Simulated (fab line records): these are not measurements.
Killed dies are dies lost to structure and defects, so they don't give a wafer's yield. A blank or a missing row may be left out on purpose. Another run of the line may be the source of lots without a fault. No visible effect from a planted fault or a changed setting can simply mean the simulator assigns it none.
Problem report in the 8D (eight disciplines) form, filled by code | flow sky130 | the parts of the form that need people (team, actions taken, sign-off) are left out

== 1. THE ISSUE ==
Mean of run_length_s at SKY_VIA3_ETCH_15: 119.3 s across 6 wafers in 2 lots; on wafers with no fault it is 106.2 s (standard deviation 0.41). Measured from the usual mean, that is +32 standard deviations.
The step: etches SiO2 in C4F8/O2/Ar, stops on TiN, target depth 507 nm, time 78 s.
Seen first at day 43 11:04 on rie_diel-01, wafer L197.4. The record has a number at this step for 33 wafers belonging to 11 lots. Rule for "out", or "out of limits": more than 4 standard deviations from the usual mean. The rest of the wafers with a number are treated as sound.

== 2. WHAT IT IS, AND WHAT IT ISN'T ==
question                    | is                           | is not
which readings at this step | run_length_s, oes_product_au | -
which lots                  | L197, L199                   | L186, L189, L191, L192, L193, L195, L196, L198, L206
which wafers of those lots  | all that have a number       | -
read on which tools         | rie_diel-01                  | rie_diel-02, rie_diel-04
when                        | from day 43 11:04            | up to then (18 sound wafers); but 9 sound wafers of L196, L198, L206 came after

== 3. THE SUSPECTS, EACH WITH WHAT RULES IT OUT ==
Counting: any tool at a process step up to the reading is kept as a suspect provided that every lot that is out went through it and no sound lot did after the first of them.
- rie_diel-01 at SKY_VIA3_ETCH_15 (etches SiO2 in C4F8/O2/Ar, stops on TiN, target depth 507 nm, time 78 s): kept. Every lot that is out went through it, starting with L197 (day 43 11:04), and after that it ran no sound lot; the last sound lot it ran before then is L195 (day 43 04:59). Its own oes_product_au, run_length_s readings are out on those wafers.
Left after counting: rie_diel-01 at SKY_VIA3_ETCH_15.

== 4. THE CAUSE (what the simulator had put in) ==
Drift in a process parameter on rie_diel-01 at SKY_VIA3_ETCH_15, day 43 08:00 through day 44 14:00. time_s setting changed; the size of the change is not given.
This tool alone remained once counting was done.

== 5. THE CHAIN OF EFFECTS, in route order ==
Rows list readings where the struck wafers' mean (over those with a number) sits beyond 3 standard deviations from the usual. Readings are gone through only where the record gives a usual standard deviation; hours: the median, over the lots, of the time from a lot's start at the first step in this table giving one to that lot's start at this step; sigmas: the change measured in usual standard deviations.
hours | step              | reading                  | usual      | on struck wafers | change | sigmas
0     | SKY_VIA3_ETCH_15  | oes_product_au           | 0.945 a.u. | 0.862            | -0.083 | -17
0     | SKY_VIA3_ETCH_15  | run_length_s             | 106.2 s    | 119.3            | +13.1  | +32
0     | SKY_VIA3_STRIP_16 | strip_time_to_endpoint_s | 4.12 s     | 3.91             | -0.21  | -5.8
The process steps in it:
- SKY_VIA3_ETCH_15: etches SiO2 in C4F8/O2/Ar, stops on TiN, target depth 507 nm, time 78 s.
- SKY_VIA3_STRIP_16: strips in O2/N2.

== 6. HOW IT WOULD HAVE BEEN CAUGHT EARLIER ==
3 hours passed between the start of the fault at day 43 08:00 and the first reading out of limits in this record, taken at day 43 11:04.
